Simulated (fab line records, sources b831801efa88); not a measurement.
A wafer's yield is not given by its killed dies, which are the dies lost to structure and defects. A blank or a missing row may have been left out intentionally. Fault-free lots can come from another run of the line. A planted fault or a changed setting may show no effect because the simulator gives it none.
fab line records	flow gf180mcu
record lots=24	wafers=72	last_day=34
route steps=602 shown V1@350 M3@425 V3@443 M4@459 V4@494 TOP_METAL@584
lots with no fault: from the same line, run without faults
start_h: hours from the record's opening day to when the first of the lot's shown wafers began	wait_h: hours since the lot's step before	" same as the row above	L1.1+2: several wafers, shown together as one row	- either no value or no given start	* or withheld: withheld	< > ~ a bound
route shown NAME@n: a module of which the file shows steps, and the number in the route of the first	usual: mean/standard deviation taken from wafers without a fault	same: alike in all rows	chamber/n: place in a boat	sites: per-site readings	_std_site: the values' standard deviation	_edge_site: the outer-site mean with the inner-site mean subtracted	radius_mm: for every site, how far away it sits from the centre of the wafer	mask NAME#n: copy n	behind: tool/chamber where the wafer was last shaped	hold: the reason the lot was held/the length of the hold in hours/how it ended	device: whichever transistor did not switch (one of n, p or np)	end of line: the route-end tests of the same wafers	a step given without rows: its recipe and nothing more	killed: count of dies lost to structure and defects at first sort (not the wafer's yield)	map: a wafer's dies, x killed, . not, _ none there
set.NAME: the run value of the setting; set.NAME@STEP: its run value at that earlier step	model.NAME: the simulator's own value behind a step, which no gauge read
route steps across a sampled set of lots; one table per step, one row per wafer
services: a tool's chamber out of use, with start hour (start_h, from the record's first day; less than 0 if before it), hours out, and reason
## steps
# step GF_V1_OVL_MEAS_15
# usual V1_OVL=-3/5.9
lot.wafer	tool	chamber	start_h	wait_h	V1_OVL[nm]
L074.3	overlay-02	-	419.69	0.1	-13
L074.5	"	-	"	"	-12
L074.6	"	-	"	"	-6
L076.1	overlay-01	-	431.83	0.1	2
L076.2	"	-	"	"	6
L076.4	"	-	"	"	2
L077.1	overlay-01	-	435.38	0.1	1
L077.4	"	-	"	"	-3
L077.5	"	-	"	"	6
L075.1	overlay-01	-	437.68	0.1	-11
L075.2	"	-	"	"	-16
L075.5	"	-	"	"	-11
L078.1	overlay-01	-	454.99	0.1	-6
L078.4	"	-	"	"	-1
L078.6	"	-	"	"	6
L079.1	overlay-02	-	459.69	0.1	-3
L079.3	"	-	"	"	-7
L079.6	"	-	"	"	-5
L082.3	overlay-02	-	474.45	0.1	-5
L082.5	"	-	"	"	-6
L082.6	"	-	"	"	-3
L080.3	overlay-01	-	476.54	0.1	-2
L080.5	"	-	"	"	-5
L080.6	"	-	"	"	-10
L081.3	overlay-01	-	477.19	0.1	-3
L081.4	"	-	"	"	8
L081.6	"	-	"	"	2
L083.3	overlay-01	-	493.24	0.1	2
L083.4	"	-	"	"	-3
L083.5	"	-	"	"	4
L084.2	overlay-01	-	507.44	0.1	-11
L084.4	"	-	"	"	-6
L084.6	"	-	"	"	-4
L085.1	overlay-02	-	508.43	0.1	-7
L085.2	"	-	"	"	-2
L085.4	"	-	"	"	-2
L086.1	overlay-02	-	520.98	0.1	4
L086.2	"	-	"	"	4
L086.4	"	-	"	"	0
L087.2	overlay-02	-	533.15	0.1	5
L087.3	"	-	"	"	-8
L087.6	"	-	"	"	-3
L088.1	overlay-01	-	543.68	0.1	-4
L088.2	"	-	"	"	8
L088.4	"	-	"	"	0
L089.1	overlay-02	-	544.33	0.1	-9
L089.4	"	-	"	"	-10
L089.5	"	-	"	"	-9
L090.2	overlay-01	-	555.79	0.1	4
L090.3	"	-	"	"	6
L090.4	"	-	"	"	3
L091.3	overlay-01	-	562.59	0.1	-8
L091.4	"	-	"	"	-4
L091.5	"	-	"	"	-8
L092.2	overlay-01	-	567.04	0.1	-2
L092.5	"	-	"	"	-2
L092.6	"	-	"	"	2
L093.1	overlay-02	-	576.94	0.1	3
L093.3	"	-	"	"	-4
L093.6	"	-	"	"	-1
L094.2	overlay-02	-	584.69	0.1	-8
L094.4	"	-	"	"	-10
L094.6	"	-	"	"	-5
L095.1	overlay-02	-	587.43	0.1	-8
L095.3	"	-	"	"	-2
L095.6	"	-	"	"	-10
L096.1	overlay-02	-	594.88	0.1	-11
L096.2	"	-	"	"	-3
L096.4	"	-	"	"	-2
L097.1	overlay-01	-	599.73	0.1	-2
L097.2	"	-	"	"	-7
L097.3	"	-	"	"	-2
# step GF_M3_METAL_ETCH_16
# recipe chemistry=Cl2/BCl3	mask_material=KrF	target_depth_nm=750.8	stop_on=SiO2	pressure_mtorr=8	icp_w=800	bias_w=140	Cl2_flow_sccm=80	bcl3_flow_sccm=40	time_s=125.1
# usual drypump_motor_current_A=6.0/0.35	oes_product_au=0.992/0.0054	throttle_valve_pct=28.228/0.009
lot.wafer	tool	chamber	start_h	wait_h	drypump_motor_current_A	oes_product_au	rf_hours_counter_h	throttle_valve_pct
L074.3	rie_metal-02	0	497.67	0.1	6.2	0.993	-	28.230
L074.5	"	0	"	"	6.2	0.985	-	28.233
L074.6	"	1	"	"	5.9	0.997	-	28.224
L076.1	rie_metal-03	0	509.12	0.0	5.8	0.993	8	28.223
L076.2	"	1	"	"	6.1	0.992	0	28.236
L076.4	"	0	"	"	5.8	0.991	-	28.213
L077.1	rie_metal-02	0	512.08	0.0	6.2	0.992	10	28.217
L077.4	"	0	"	"	6.2	0.988	-	28.229
L077.5	"	0	"	"	6.2	0.995	-	28.238
L075.1	rie_metal-03	0	515.27	0.0	5.8	0.994	8	28.225
L075.2	"	1	"	"	6.1	0.986	1	28.229
L075.5	"	1	"	"	6.1	0.988	-	28.239
L078.1	rie_metal-02	0	530.95	0.0	6.2	0.991	11	28.236
L078.4	"	1	"	"	5.8	0.986	-	28.236
L078.6	"	1	"	"	5.8	0.995	-	28.228
L079.1	rie_metal-03	0	534.37	0.0	5.8	0.993	9	28.248
L079.3	"	0	"	"	5.8	0.994	-	28.220
L079.6	"	0	"	"	5.8	0.992	-	28.219
L082.3	rie_metal-02	1	549.78	0.1	5.8	0.996	-	28.217
L082.5	"	0	"	"	6.2	0.998	-	28.222
L082.6	"	1	"	"	5.8	0.985	-	28.232
L081.3	rie_metal-04	0	551.32	0.1	6.6	0.995	-	28.226
L081.4	"	1	"	"	5.4	0.988	-	28.228
L081.6	"	0	"	"	6.6	0.988	-	28.227
L080.3	rie_metal-03	0	551.66	0.1	5.8	0.999	-	28.235
L080.5	"	1	"	"	6.1	0.993	-	28.230
L080.6	"	0	"	"	5.8	0.986	-	28.216
L083.3	rie_metal-02	0	566.16	0.1	6.2	0.992	-	28.230
L083.4	"	1	"	"	5.9	0.986	-	28.227
L083.5	"	1	"	"	5.9	0.990	-	28.204
L084.2	rie_metal-02	1	578.57	0.0	5.8	0.992	12	28.243
L084.4	"	1	"	"	5.8	1.003	-	28.226
L084.6	"	0	"	"	6.2	0.997	-	28.242
L085.1	rie_metal-03	0	581.12	0.0	5.8	0.985	10	28.234
L085.2	"	1	"	"	6.1	0.988	3	28.227
L085.4	"	1	"	"	6.1	0.998	-	28.225
L086.1	rie_metal-03	0	592.92	0.0	5.8	0.993	10	28.224
L086.2	"	1	"	"	6.1	0.994	3	28.237
L086.4	"	0	"	"	5.8	0.990	-	28.234
L087.2	rie_metal-04	0	603.57	0.0	6.6	0.985	13	28.216
L087.3	"	0	"	"	6.6	1.003	-	28.233
L087.6	"	0	"	"	6.6	0.993	-	28.222
L088.1	rie_metal-04	1	610.47	0.0	5.5	1.007	7	28.203
L088.2	"	0	"	"	6.6	0.990	14	28.234
L088.4	"	1	"	"	5.5	0.997	-	28.218
L089.1	rie_metal-03	0	611.42	0.0	5.8	0.996	11	28.229
L089.4	"	1	"	"	6.1	0.997	-	28.229
L089.5	"	1	"	"	6.1	0.991	-	28.236
L090.2	rie_metal-02	0	624.43	0.0	6.2	0.989	14	28.227
L090.3	"	1	"	"	5.8	0.998	-	28.221
L090.4	"	0	"	"	6.2	1.007	-	28.236
L091.3	rie_metal-04	1	632.01	0.1	5.5	1.001	-	28.224
L091.4	"	0	"	"	6.6	0.998	-	28.206
L091.5	"	1	"	"	5.5	0.993	-	28.227
L092.2	rie_metal-02	1	634.18	0.0	5.8	0.999	13	28.233
L092.5	"	0	"	"	6.2	0.994	-	28.231
L092.6	"	1	"	"	5.8	0.997	-	28.219
L093.1	rie_metal-04	0	642.85	0.0	6.6	0.986	15	28.220
L093.3	"	1	"	"	5.5	0.996	-	28.218
L093.6	"	0	"	"	6.6	0.984	-	28.231
L094.2	rie_metal-04	0	650.62	0.1	6.6	0.991	-	28.230
L094.4	"	0	"	"	6.6	0.984	-	28.240
L094.6	"	0	"	"	6.6	0.986	-	28.239
L095.1	rie_metal-03	1	651.88	0.0	6.1	0.986	5	28.229
L095.3	"	1	"	"	6.1	0.983	-	28.235
L095.6	"	1	"	"	6.1	1.000	-	28.220
L096.1	rie_metal-04	0	660.53	0.0	6.6	0.987	16	28.229
L096.2	"	0	"	"	6.6	0.992	-	28.226
L096.4	"	0	"	"	6.6	0.995	-	28.221
L097.1	rie_metal-02	1	665.18	0.0	5.8	0.990	15	28.231
L097.2	"	1	"	"	5.8	0.987	-	28.239
L097.3	"	1	"	"	5.8	0.987	-	28.236
# step GF_V3_CD_MEAS_14
# recipe target_cd_nm=260
# usual cd_nm=260.2/1.3
lot.wafer	tool	chamber	start_h	wait_h	cd_nm
L074.3	cd_sem-02	-	521.56	0.1	259.6
L074.5	"	-	"	"	259.4
L074.6	"	-	"	"	259.0
L076.1	cd_sem-01	-	533.16	0.1	260.0
L076.2	"	-	"	"	259.7
L076.4	"	-	"	"	259.9
L077.1	cd_sem-02	-	536.12	0.1	260.3
L077.4	"	-	"	"	262.4
L077.5	"	-	"	"	260.8
L075.1	cd_sem-01	-	538.76	0.1	260.7
L075.2	"	-	"	"	260.5
L075.5	"	-	"	"	260.4
L078.1	cd_sem-01	-	554.01	0.1	261.3
L078.4	"	-	"	"	260.7
L078.6	"	-	"	"	261.8
L079.1	cd_sem-02	-	557.46	0.1	260.1
L079.3	"	-	"	"	260.0
L079.6	"	-	"	"	259.7
L082.3	cd_sem-02	-	572.95	0.1	262.8
L082.5	"	-	"	"	262.0
L082.6	"	-	"	"	261.9
L081.3	cd_sem-02	-	573.96	0.1	259.9
L081.4	"	-	"	"	260.4
L081.6	"	-	"	"	262.2
L080.3	cd_sem-01	-	574.30	0.1	259.9
L080.5	"	-	"	"	260.2
L080.6	"	-	"	"	260.3
L083.3	cd_sem-02	-	588.05	0.1	261.1
L083.4	"	-	"	"	261.2
L083.5	"	-	"	"	261.0
L084.2	cd_sem-02	-	600.63	0.1	260.3
L084.4	"	-	"	"	261.1
L084.6	"	-	"	"	260.8
L085.1	cd_sem-01	-	602.66	0.1	258.2
L085.2	"	-	"	"	258.1
L085.4	"	-	"	"	258.9
L086.1	cd_sem-01	-	615.26	0.1	257.9
L086.2	"	-	"	"	257.4
L086.4	"	-	"	"	257.4
L087.2	cd_sem-02	-	624.64	0.1	259.8
L087.3	"	-	"	"	259.9
L087.6	"	-	"	"	261.5
L088.1	cd_sem-01	-	632.16	0.1	261.3
L088.2	"	-	"	"	261.0
L088.4	"	-	"	"	260.4
L089.1	cd_sem-01	-	633.71	0.1	261.2
L089.4	"	-	"	"	260.7
L089.5	"	-	"	"	260.3
L090.2	cd_sem-01	-	645.94	0.1	260.1
L090.3	"	-	"	"	260.6
L090.4	"	-	"	"	262.0
L091.3	cd_sem-01	-	653.01	0.1	261.6
L091.4	"	-	"	"	260.7
L091.5	"	-	"	"	261.9
L092.2	cd_sem-01	-	655.23	0.1	259.5
L092.5	"	-	"	"	260.0
L092.6	"	-	"	"	260.7
L093.1	cd_sem-02	-	664.37	0.1	258.6
L093.3	"	-	"	"	259.7
L093.6	"	-	"	"	258.8
L094.2	cd_sem-02	-	670.88	0.1	262.2
L094.4	"	-	"	"	261.5
L094.6	"	-	"	"	261.5
L095.1	cd_sem-02	-	673.26	0.1	260.9
L095.3	"	-	"	"	261.1
L095.6	"	-	"	"	261.9
L096.1	cd_sem-01	-	681.51	0.1	258.8
L096.2	"	-	"	"	259.1
L096.4	"	-	"	"	258.0
L097.1	cd_sem-01	-	685.91	0.1	259.6
L097.2	"	-	"	"	259.0
L097.3	"	-	"	"	259.7
# step GF_M4_SPUTTER_03
# recipe material=Ti	target_thk_nm=10	substrate_temp_c=300	chamber_pressure_pa=0.3	power_w=3000	time_s=6.7
# usual chamber_pressure_pa=0.3000/0.00057	substrate_temp_c=299.99/0.21	throttle_valve_pct=30.4/0.91
lot.wafer	tool	chamber	start_h	wait_h	chamber_pressure_pa	substrate_temp_c	throttle_valve_pct
L074.3	pvd_sputter-01	-	523.19	0.0	0.2994	300.00	28.6
L074.5	"	-	"	"	0.3002	300.00	31.2
L074.6	"	-	"	"	0.3000	299.98	30.8
L076.1	pvd_sputter-02	-	535.29	0.0	0.3002	300.06	29.1
L076.2	"	-	"	"	0.3005	299.98	30.0
L076.4	"	-	"	"	0.2991	300.06	29.8
L077.1	pvd_sputter-01	-	538.13	0.0	0.2996	300.27	31.0
L077.4	"	-	"	"	0.3006	300.14	28.7
L077.5	"	-	"	"	0.2995	300.17	31.3
L075.1	pvd_sputter-02	-	540.43	0.0	0.2997	299.80	32.3
L075.2	"	-	"	"	0.2997	299.85	29.1
L075.5	"	-	"	"	0.2985	300.12	28.9
L078.1	pvd_sputter-01	-	555.80	0.0	0.2999	300.10	30.7
L078.4	"	-	"	"	0.3005	299.86	30.4
L078.6	"	-	"	"	0.2999	299.76	30.7
L079.1	pvd_sputter-01	-	559.47	0.0	0.2996	299.87	28.8
L079.3	"	-	"	"	0.3004	300.07	30.5
L079.6	"	-	"	"	0.3003	300.26	31.2
L082.3	pvd_sputter-02	-	574.79	0.0	0.2989	299.97	31.7
L082.5	"	-	"	"	0.2999	300.10	31.9
L082.6	"	-	"	"	0.3001	299.79	29.6
L081.3	pvd_sputter-01	-	575.70	0.0	0.3001	300.11	31.0
L081.4	"	-	"	"	0.2994	300.20	31.2
L081.6	"	-	"	"	0.3005	300.06	29.0
L080.3	pvd_sputter-02	-	576.27	0.0	0.2995	300.65	29.7
L080.5	"	-	"	"	0.3007	299.91	32.0
L080.6	"	-	"	"	0.2986	300.02	30.2
L083.3	pvd_sputter-01	-	589.71	0.0	0.2992	299.40	30.4
L083.4	"	-	"	"	0.2985	299.90	30.8
L083.5	"	-	"	"	0.2994	299.52	30.2
L084.2	pvd_sputter-02	-	602.28	0.0	0.3003	300.24	29.3
L084.4	"	-	"	"	0.3012	299.90	31.9
L084.6	"	-	"	"	0.3005	299.95	31.9
L085.1	pvd_sputter-01	-	604.33	0.0	0.2996	299.95	30.7
L085.2	"	-	"	"	0.3004	299.80	31.4
L085.4	"	-	"	"	0.3008	299.89	30.5
L086.1	pvd_sputter-02	-	616.93	0.0	0.3001	300.02	30.0
L086.2	"	-	"	"	0.3001	299.87	30.4
L086.4	"	-	"	"	0.2994	300.17	32.0
L087.2	pvd_sputter-03	-	626.32	0.0	0.3006	300.05	30.8
L087.3	"	-	"	"	0.2998	299.70	30.3
L087.6	"	-	"	"	0.2995	299.69	30.8
L088.1	pvd_sputter-02	-	633.84	0.0	0.2998	300.06	30.0
L088.2	"	-	"	"	0.3002	299.85	32.1
L088.4	"	-	"	"	0.3001	299.97	29.3
L089.1	pvd_sputter-01	-	635.38	0.0	0.2997	300.13	30.5
L089.4	"	-	"	"	0.3008	300.34	31.0
L089.5	"	-	"	"	0.3012	300.05	28.8
L090.2	pvd_sputter-02	-	647.59	0.0	0.3004	299.46	29.2
L090.3	"	-	"	"	0.2998	300.26	30.1
L090.4	"	-	"	"	0.2999	300.13	30.1
L091.3	pvd_sputter-01	-	654.67	0.0	0.3000	300.00	31.1
L091.4	"	-	"	"	0.2997	300.14	30.2
L091.5	"	-	"	"	0.3004	299.89	30.7
L092.2	pvd_sputter-01	-	656.91	0.0	0.3003	299.84	30.2
L092.5	"	-	"	"	0.3010	299.97	30.5
L092.6	"	-	"	"	0.2999	299.53	30.7
L093.1	pvd_sputter-01	-	666.05	0.0	0.3002	299.59	30.9
L093.3	"	-	"	"	0.2998	299.64	30.7
L093.6	"	-	"	"	0.3003	299.68	30.4
L094.2	pvd_sputter-01	-	672.53	0.0	0.3006	299.83	28.7
L094.4	"	-	"	"	0.3007	299.86	30.5
L094.6	"	-	"	"	0.2995	299.72	30.9
L095.1	pvd_sputter-03	-	674.96	0.0	0.3001	299.92	30.9
L095.3	"	-	"	"	0.2999	300.08	30.5
L095.6	"	-	"	"	0.2997	299.95	31.7
L096.1	pvd_sputter-02	-	683.27	0.0	0.2990	300.05	29.8
L096.2	"	-	"	"	0.2996	300.22	29.9
L096.4	"	-	"	"	0.2998	300.23	32.1
L097.1	pvd_sputter-01	-	687.62	0.0	0.3003	299.76	30.7
L097.2	"	-	"	"	0.2995	299.83	28.9
L097.3	"	-	"	"	0.2992	299.81	30.2
# step GF_V4_STRIP_18
# recipe chemistry=O2/N2	power_w=1400	pressure_mtorr=1500	platen_temp_c=250	o2_flow_sccm=3000	n2_flow_sccm=300	overash_fraction=0.5
# usual drypump_motor_current_A=5.8/0.4	heater_power_w=338/40	oes_product_au=0.593/0.0051
lot.wafer	tool	chamber	start_h	wait_h	drypump_motor_current_A	heater_power_w	oes_product_au	rf_hours_counter_h
L074.3	plasma_asher-01	1	569.64	-	5.6	403	0.592	-
L074.5	"	1	"	"	5.6	400	0.583	-
L074.6	"	0	"	"	5.7	325	0.593	-
L076.1	plasma_asher-03	1	581.41	-	6.7	309	0.593	48
L076.2	"	0	"	"	5.5	302	0.589	48
L076.4	"	0	"	"	5.5	288	0.595	-
L077.1	plasma_asher-04	1	583.51	-	6.0	372	0.594	93
L077.4	"	0	"	"	5.4	324	0.597	-
L077.5	"	1	"	"	6.0	368	0.584	-
L075.1	plasma_asher-04	0	585.19	-	5.4	325	0.586	94
L075.2	"	1	"	"	6.1	377	0.596	94
L075.5	"	1	"	"	6.1	366	0.586	-
L078.1	plasma_asher-04	1	599.56	-	6.1	381	0.601	95
L078.4	"	0	"	"	5.4	316	0.590	-
L078.6	"	0	"	"	5.4	315	0.584	-
L079.1	plasma_asher-04	0	603.76	-	5.3	308	0.590	95
L079.3	"	1	"	"	6.1	372	0.598	-
L079.6	"	0	"	"	5.3	314	0.594	-
L082.3	plasma_asher-04	0	618.64	-	5.4	314	0.595	-
L082.5	"	1	"	"	6.0	369	0.588	-
L082.6	"	0	"	"	5.4	313	0.592	-
L081.3	plasma_asher-03	0	619.34	-	5.5	293	0.596	-
L081.4	"	1	"	"	6.6	298	0.594	-
L081.6	"	1	"	"	6.6	297	0.597	-
L080.3	plasma_asher-04	1	619.40	-	6.1	367	0.580	-
L080.5	"	1	"	"	6.1	369	0.592	-
L080.6	"	0	"	"	5.4	318	0.593	-
L083.3	plasma_asher-03	0	632.49	-	5.5	289	0.594	-
L083.4	"	1	"	"	6.6	293	0.590	-
L083.5	"	1	"	"	6.6	297	0.585	-
L084.2	plasma_asher-03	1	644.94	-	6.6	298	0.588	55
L084.4	"	1	"	"	6.6	299	0.599	-
L084.6	"	0	"	"	5.5	286	0.601	-
L085.1	plasma_asher-01	1	647.16	-	5.6	406	0.589	22
L085.2	"	0	"	"	5.6	331	0.595	22
L085.4	"	0	"	"	5.6	329	0.596	-
L086.1	plasma_asher-01	0	658.34	-	5.6	328	0.590	23
L086.2	"	1	"	"	5.6	398	0.595	23
L086.4	"	1	"	"	5.6	398	0.594	-
L087.2	plasma_asher-03	1	667.74	-	6.6	286	0.593	57
L087.3	"	0	"	"	5.5	293	0.589	-
L087.6	"	0	"	"	5.5	296	0.589	-
L088.1	plasma_asher-03	1	675.61	-	6.6	287	0.591	58
L088.2	"	0	"	"	5.5	295	0.594	58
L088.4	"	0	"	"	5.5	296	0.600	-
L089.1	plasma_asher-01	1	675.96	-	5.6	396	0.600	25
L089.4	"	1	"	"	5.6	413	0.587	-
L089.5	"	1	"	"	5.6	396	0.597	-
L090.2	plasma_asher-01	1	688.55	-	5.6	404	0.606	26
L090.3	"	1	"	"	5.6	398	0.588	-
L090.4	"	0	"	"	5.7	330	0.599	-
L091.3	plasma_asher-04	0	694.74	-	5.3	313	0.592	-
L091.4	"	1	"	"	6.0	376	0.595	-
L091.5	"	1	"	"	6.1	370	0.595	-
L092.2	plasma_asher-04	0	697.69	-	5.4	318	0.595	105
L092.5	"	1	"	"	6.1	367	0.592	-
L092.6	"	0	"	"	5.4	316	0.602	-
L093.1	plasma_asher-01	1	706.05	-	5.6	394	0.592	28
L093.3	"	1	"	"	5.6	407	0.601	-
L093.6	"	1	"	"	5.6	404	0.583	-
L094.2	plasma_asher-01	0	711.49	-	5.6	328	0.596	29
L094.4	"	1	"	"	5.6	391	0.595	-
L094.6	"	1	"	"	5.6	400	0.586	-
L095.1	plasma_asher-01	0	713.49	-	5.7	337	0.593	29
L095.3	"	0	"	"	5.7	327	0.596	-
L095.6	"	0	"	"	5.6	335	0.589	-
L096.1	plasma_asher-01	0	721.45	-	5.6	327	0.589	29
L096.2	"	1	"	"	5.7	406	0.586	29
L096.4	"	1	"	"	5.6	400	0.596	-
L097.1	plasma_asher-03	1	725.15	-	6.6	299	0.595	63
L097.2	"	0	"	"	5.5	294	0.593	63
L097.3	"	1	"	"	6.6	300	0.592	-
# step GF_TOP_METAL_STRIP_17
# recipe chemistry=O2/N2	power_w=1400	pressure_mtorr=1500	platen_temp_c=250	o2_flow_sccm=3000	n2_flow_sccm=300	overash_fraction=0.5
# usual drypump_motor_current_A=5.8/0.39	heater_power_w=339/39	oes_product_au=0.710/0.0045	strip_time_to_endpoint_s=12.90/0.078
lot.wafer	tool	chamber	start_h	wait_h	drypump_motor_current_A	heater_power_w	oes_product_au	rf_hours_counter_h	strip_time_to_endpoint_s
L074.3	plasma_asher-03	0	657.95	0.2	5.5	294	0.710	-	12.83
L074.5	"	0	"	"	5.5	297	0.716	-	12.92
L074.6	"	1	"	"	6.7	298	0.716	-	12.90
L076.1	plasma_asher-04	1	669.41	0.3	6.1	380	0.710	102	12.99
L076.2	"	0	"	"	5.4	320	0.715	102	12.96
L076.4	"	1	"	"	6.1	363	0.707	-	12.99
L077.1	plasma_asher-03	0	669.52	0.1	5.5	298	0.707	57	13.02
L077.4	"	0	"	"	5.5	302	0.706	-	12.99
L077.5	"	0	"	"	5.5	295	0.712	-	12.99
L075.1	plasma_asher-04	0	670.40	0.3	5.3	314	0.711	102	12.90
L075.2	"	1	"	"	6.0	366	0.708	102	12.91
L075.5	"	0	"	"	5.4	310	0.714	-	12.96
L078.1	plasma_asher-01	0	685.20	0.3	5.6	327	0.718	26	12.93
L078.4	"	1	"	"	5.6	404	0.712	-	12.95
L078.6	"	0	"	"	5.7	335	0.705	-	12.94
L079.1	plasma_asher-03	1	688.50	0.3	6.6	303	0.705	60	12.90
L079.3	"	0	"	"	5.5	298	0.712	-	12.86
L079.6	"	0	"	"	5.5	298	0.706	-	12.82
L082.3	plasma_asher-01	1	702.00	0.1	5.6	405	0.704	-	12.93
L082.5	"	0	"	"	5.6	337	0.702	-	12.80
L082.6	"	1	"	"	5.6	389	0.707	-	12.84
L081.3	plasma_asher-03	1	703.23	0.2	6.6	290	0.708	-	12.85
L081.4	"	0	"	"	5.5	296	0.720	-	12.93
L081.6	"	1	"	"	6.6	301	0.715	-	12.88
L080.3	plasma_asher-01	1	703.50	0.1	5.6	395	0.712	-	13.01
L080.5	"	1	"	"	5.6	396	0.708	-	12.97
L080.6	"	0	"	"	5.6	324	0.709	-	12.96
L083.3	plasma_asher-03	1	715.59	0.1	6.6	300	0.704	-	13.00
L083.4	"	0	"	"	5.5	293	0.704	-	12.90
L083.5	"	0	"	"	5.5	294	0.709	-	12.98
L084.2	plasma_asher-03	1	725.97	0.1	6.7	299	0.705	63	12.90
L084.4	"	0	"	"	5.5	288	0.715	-	12.77
L084.6	"	1	"	"	6.6	303	0.714	-	12.82
L085.1	plasma_asher-01	0	728.79	0.1	5.7	333	0.706	31	12.82
L085.2	"	1	"	"	5.6	400	0.714	31	12.96
L085.4	"	1	"	"	5.6	391	0.711	-	12.79
L086.1	plasma_asher-01	1	737.51	0.1	5.6	410	0.705	31	12.92
L086.2	"	0	"	"	5.6	329	0.705	31	12.85
L086.4	"	0	"	"	5.7	321	0.712	-	12.81
L087.2	plasma_asher-01	1	745.82	0.1	5.6	394	0.715	33	12.81
L087.3	"	0	"	"	5.6	331	0.702	-	12.86
L087.6	"	0	"	"	5.7	337	0.713	-	12.82
L088.1	plasma_asher-04	0	753.36	0.1	5.4	312	0.703	1	12.93
L088.2	"	1	"	"	6.1	365	0.703	1	12.91
L088.4	"	1	"	"	6.1	368	0.707	-	12.93
L089.1	plasma_asher-04	0	753.92	0.1	5.4	321	0.710	1	12.78
L089.4	"	0	"	"	5.4	328	0.713	-	12.78
L089.5	"	1	"	"	6.1	367	0.716	-	12.99
L090.2	plasma_asher-01	1	762.32	0.1	5.6	399	0.704	34	12.94
L090.3	"	1	"	"	5.6	399	0.715	-	12.95
L090.4	"	0	"	"	5.6	324	0.706	-	12.77
L091.3	plasma_asher-01	0	769.85	0.1	5.7	325	0.718	-	12.75
L091.4	"	1	"	"	5.6	402	0.713	-	12.99
L091.5	"	1	"	"	5.6	393	0.710	-	12.81
L092.2	plasma_asher-01	0	772.17	0.1	5.7	326	0.709	35	12.90
L092.5	"	1	"	"	5.6	392	0.715	-	12.87
L092.6	"	0	"	"	5.7	332	0.706	-	12.76
L093.1	plasma_asher-04	0	779.48	0.1	5.4	320	0.719	4	13.06
L093.3	"	0	"	"	5.4	318	0.712	-	13.02
L093.6	"	0	"	"	5.4	317	0.706	-	13.02
L094.2	plasma_asher-01	0	781.80	0.1	5.6	331	0.710	37	12.90
L094.4	"	1	"	"	5.6	398	0.715	-	12.85
L094.6	"	1	"	"	5.6	402	0.713	-	12.85
L095.1	plasma_asher-01	1	783.75	0.1	5.6	399	0.709	37	12.91
L095.3	"	1	"	"	5.6	398	0.712	-	12.90
L095.6	"	0	"	"	5.6	330	0.716	-	12.95
L096.1	plasma_asher-04	1	792.92	0.1	6.1	360	0.708	5	12.78
L096.2	"	0	"	"	5.4	326	0.704	5	12.83
L096.4	"	0	"	"	5.4	323	0.716	-	12.78
L097.1	plasma_asher-03	0	794.47	0.1	5.5	292	0.713	71	12.84
L097.2	"	1	"	"	6.6	291	0.707	71	12.85
L097.3	"	1	"	"	6.6	300	0.707	-	12.88
## services
tool	chamber	start_h	hours	kind
rie_metal-03	-	480.27	14.6	pm
pvd_sputter-03	-	548.89	1.6	repair
pvd_sputter-03	-	555.00	64.5	repair
pvd_sputter-01	1	564.09	-	consumable_replace:kit
pvd_sputter-01	1	564.09	18.0	scheduled_down
pvd_sputter-01	1	564.09	18.0	vent_cycle
rie_metal-03	0	566.87	6.5	repair
pvd_sputter-02	-	619.77	9.3	repair
plasma_asher-04	-	625.74	4.3	pm
rie_metal-04	1	643.41	27.7	repair
pvd_sputter-01	0	651.47	-	consumable_replace:kit
pvd_sputter-01	0	651.47	18.0	scheduled_down
rie_metal-03	-	660.40	0.5	repair
plasma_asher-03	-	696.89	5.1	repair
plasma_asher-01	-	698.40	2.2	repair
plasma_asher-01	-	706.86	2.8	pm
pvd_sputter-02	-	727.68	5.8	repair
plasma_asher-04	-	733.75	9.0	pm
plasma_asher-04	0	733.75	9.0	vent_cycle
plasma_asher-04	1	733.75	9.0	vent_cycle
plasma_asher-04	0	742.75	-	clean
plasma_asher-04	1	742.75	-	clean
rie_metal-03	-	746.36	1.4	pm
pvd_sputter-01	-	763.09	1.9	repair
## key
fault none
